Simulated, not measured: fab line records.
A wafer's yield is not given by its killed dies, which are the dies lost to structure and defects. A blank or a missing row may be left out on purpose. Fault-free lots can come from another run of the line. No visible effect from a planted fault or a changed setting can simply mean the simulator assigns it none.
Struck lot and sound lot, side by side || flow gf180mcu || 28 steps out of a route of 602
Sound: wafers L830.1, L830.2, L830.3. Wafers L834.1, L834.4, L834.5 were the ones struck. At the end, the cause is stated.
Order at every step that has rows: each side's tool, ch and its chambers, its first start. Under that, the readings that differ: sound wafers || struck wafers || difference of the means || sigmas: that difference in standard deviations of wafers without a fault.
alike: same words and numbers on both sides, and readings whose means sit less than 2 such deviations apart. not compared: any withheld reading, any reading some wafer has no value for, any bound like >300 that may hide the same value, and any number with overlapping values for which the record gives no deviation.
A row with sigmas, a row that says differs or no value, or rows on one side alone: a step with any of these is where the two part. When numbers do not overlap yet have no deviation, they are printed without sigmas and do not part them. Lack of a reading on every wafer of one side parts them only where that side has two or more wafers.

first, 4 steps without rows for these wafers: GF_CONTACT_STRIP_18 (strips in O2/N2); GF_CONTACT_CLEAN_19 (cleans in SPM); GF_CONTACT_CLEAN_20 (cleans in DIW); GF_CONTACT_CLEAN_21 (cleans in dHF, time 20 s).
GF_CONTACT_SPUTTER_22: material Ti, target thk 15 nm, time 80.02 s.
  sound on pvd-sputter-02 at day 19 05:04; struck on pvd-sputter-01 at day 20 10:11
  alike: cathode-dc-power-W, chamber-pressure-pa, throttle-valve-pct
then, 1 step without rows for these wafers: GF_CONTACT_SPUTTER_23 (material TiN, target thk 10 nm, time 40 s).
GF_CONTACT_CVD_24: deposits W, target thk 300 nm, time 90.339 s.
  sound on cvd-w-01 ch 0,1, day 19 05:10; struck on cvd-w-02 ch 0,1, day 20 10:17
{"reading": "heater-power-w (W)", "sound": "663 696 671", "struck": "781 826 832", "difference": "+136", "sigmas": "+2"}
  alike: heater-power-outer-w
GF_CONTACT_RS_MEAS_25: uses a four-point probe to measure.
  sound on film-metro-02 at day 19 05:16; struck on film-metro-03 at day 20 10:24
  alike: CONTACT_W_RS
GF_CONTACT_THK_MEAS_26: measures by xrf.
  sound on film-metro-02 at day 19 05:23; struck on film-metro-03 at day 20 10:31
  alike: CONTACT_W_THK
GF_CONTACT_CMP_27: polishes, stops on SiO2, t overpolish 15 s, target thk 0 nm.
  sound on cmp-02 ch 0,2,3, day 19 05:26; struck on cmp-02 ch 0,3, day 20 10:35
  alike: motor-current-A, overpolish-run-s, time-to-endpoint-s
then, 2 steps without rows for these wafers: GF_M1_SPUTTER_00 (material Ti, target thk 37.5 nm, time 150 s); GF_M1_SPUTTER_01 (material TiN, target thk 30 nm, time 25 s).
GF_M1_SPUTTER_02: material AlCu, target thk 450 nm, time 23.9 s.
  sound on pvd-sputter-04 at day 19 05:53; struck on pvd-sputter-03 at day 20 11:01
  no value came back on the struck wafers for cathode-dc-power-W (W), chamber-pressure-pa (Pa), throttle-valve-pct (%); on the sound wafers cathode-dc-power-W (W) reads 10600 10599 10599
GF_M1_SPUTTER_03: material Ti, target thk 10 nm, time 6.7 s.
  sound on pvd-sputter-04 at day 19 05:54; struck on pvd-sputter-03 at day 20 11:02
  alike: cathode-dc-power-W, chamber-pressure-pa, throttle-valve-pct
GF_M1_SPUTTER_04: material TiN, target thk 50 nm, time 41.7 s.
  sound on pvd-sputter-04 at day 19 05:56; struck on pvd-sputter-03 at day 20 11:04
  alike: cathode-dc-power-W, chamber-pressure-pa, throttle-valve-pct
GF_M1_RS_MEAS_05: uses a four-point probe to measure.
  sound on film-metro-03 at day 19 05:58; struck on film-metro-04 at day 20 11:06
{"reading": "M1_ALCU_RS (ohm/sq)", "sound": "0.0695 0.0688 0.0697", "struck": "7.1241 7.1638 7.1198", "difference": "+7.0666", "sigmas": "+99 or more"}
GF_M1_THK_MEAS_06: measures by xrf.
  sound on film-metro-03 at day 19 06:05; struck on film-metro-04 at day 20 11:13
{"reading": "M1_ALCU_THK (nm)", "sound": "444 448 440", "struck": "<0 <0 <0", "difference": "differs", "sigmas": ""}
then, 7 steps without rows for these wafers: GF_M1_DEHYDRATE_07 (time 60 s); GF_M1_HMDS_08 (prime time 60 s); GF_M1_COAT_09 (resist thk 1000 nm); GF_M1_SOFTBAKE_10 (time 60 s); GF_M1_EXPOSE_11 (exposes mask Metal1, target cd 230 nm); GF_M1_PEB_12 (peb time 90 s); GF_M1_DEVELOP_13 (develop time 60 s).
GF_M1_CD_MEAS_14: target cd 230 nm.
  sound on cd-sem-02 at day 20 06:05; struck on cd-sem-01 at day 21 11:23
  alike: cd-nm
GF_M1_OVL_MEAS_15:
  sound on overlay-02 at day 20 06:13; struck on overlay-02 at day 21 11:31
  alike: M1_OVL
GF_M1_METAL_ETCH_16: etches the open film in Cl2/BCl3, stops on SiO2, target depth 627.5 nm, time 104.6 s.
  sound on rie-metal-04 ch 0, day 20 06:15; struck on rie-metal-03 ch 0,1, day 21 11:33
{"reading": "oes-product-au (a.u.)", "sound": "0.966 0.982 0.968", "struck": "0.997 0.995 0.987", "difference": "+0.021", "sigmas": "+3"}
  alike: bias-w, drypump-motor-current-A, he-backside-leak-sccm, throttle-valve-pct
  not compared: rf-hours-counter-h
then, 1 step without rows for these wafers: GF_M1_STRIP_17 (strips in O2/N2).

## WHERE THEY PART
Earliest at GF_CONTACT_CVD_24; latest, in this record, at GF_M1_METAL_ETCH_16.

WHY: what the simulator had put in
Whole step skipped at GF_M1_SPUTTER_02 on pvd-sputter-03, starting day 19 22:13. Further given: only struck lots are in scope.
